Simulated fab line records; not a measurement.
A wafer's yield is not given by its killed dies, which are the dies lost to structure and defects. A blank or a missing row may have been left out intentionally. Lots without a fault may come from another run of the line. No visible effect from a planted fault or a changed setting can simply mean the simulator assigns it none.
Code-filled problem report in 8D (eight disciplines) form || flow sky130 || the parts of the form that need people (team, actions taken, sign-off) are left out

1. THE PROBLEM
Wafers without a fault read 5.09e-06 Torr, standard deviation 2.9e-07; endStationPressureTorr at SKY_LDD_HVP_IMPLANT_08 reads a mean of 6.20e-05 Torr on 6 wafers belonging to 2 lots. So: +99 or more standard deviations from the usual mean.
Earliest sighting: wafer L705.1 on implanter-02 at day 24 18:21. The record holds 36 wafers of 12 lots with a number at this step. The rule behind "out" and "out of limits": a value lying over 4 standard deviations away from the usual mean. All remaining wafers that have a number are taken as sound.

2. WHAT IT IS, WHAT IT ISN'T
{"question": "which readings at this step", "is": "endStationPressureTorr, faradayCurrentUA", "is not": "-"}
{"question": "which lots", "is": "L705, L707", "is not": "L698, L701, L702, L711, L712, L714, L715, L716, L717, L718"}
{"question": "which wafers of those lots", "is": "all that have a number", "is not": "-"}
{"question": "read on which tools", "is": "implanter-02", "is not": "implanter-03, implanter-04"}
{"question": "when", "is": "from day 24 18:21", "is not": "up to then (9 sound wafers); but 21 sound wafers of L711, L712, L714, L715, L716, L717, L718 came after"}

3. SUSPECTS, AND WHAT RULES EACH OUT
Counting: a tool at a process step up to the reading stays a suspect if it ran every lot that is out and no sound lot after the first of them.
- plasmaAsher-04 at SKY_POLY_GATE_STRIP_18 (strips in O2/N2): ruled out as a lasting fault. Sound lots L715, L716 ran on it after its first lot that is out, L705 (day 19 13:39).
- implanter-02 at SKY_LDD_HVP_IMPLANT_08: ruled out as a lasting fault. Sound lots L717 ran on it after its first lot that is out, L705 (day 24 18:21).
Left after counting: nothing in the record.

4. THE CAUSE (what the simulator had put in)
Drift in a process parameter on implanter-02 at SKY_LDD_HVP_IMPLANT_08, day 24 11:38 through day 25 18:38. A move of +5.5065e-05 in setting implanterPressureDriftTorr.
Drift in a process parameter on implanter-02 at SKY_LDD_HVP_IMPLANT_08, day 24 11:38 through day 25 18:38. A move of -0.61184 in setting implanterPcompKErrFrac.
Counting ruled it out, wrongly.

5. THE EFFECT CHAIN, in route order
Each row: a reading where the mean over the struck wafers with a number is more than 3 standard deviations away from the usual. Only readings for which the record gives a usual standard deviation are gone through. hours: the time from each lot's start at the first step in this table that gives one to its start at this step, as a median over the lots. sigmas: the change in usual standard deviations.
{"hours": 0, "step": "SKY_LDD_HVP_IMPLANT_08", "reading": "beamOnS", "usual": "10.02 s", "on struck wafers": 10.82, "change": "+0.80", "sigmas": "+4.0"}
{"hours": 0, "step": "SKY_LDD_HVP_IMPLANT_08", "reading": "endStationPressureTorr", "usual": "5.09e-06 Torr", "on struck wafers": 6.20e-05, "change": "+5.69e-05", "sigmas": "+99 or more"}
{"hours": 0, "step": "SKY_LDD_HVP_IMPLANT_08", "reading": "faradayCurrentUA", "usual": 95.7, "on struck wafers": 85.5, "change": -10.2, "sigmas": -5.4}
Here are the process steps it includes:
- SKY_LDD_HVP_IMPLANT_08

6. WHAT WOULD HAVE CAUGHT IT SOONER
7 hours passed between the start of the fault at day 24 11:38 and the first reading out of limits in this record, taken at day 24 18:21.
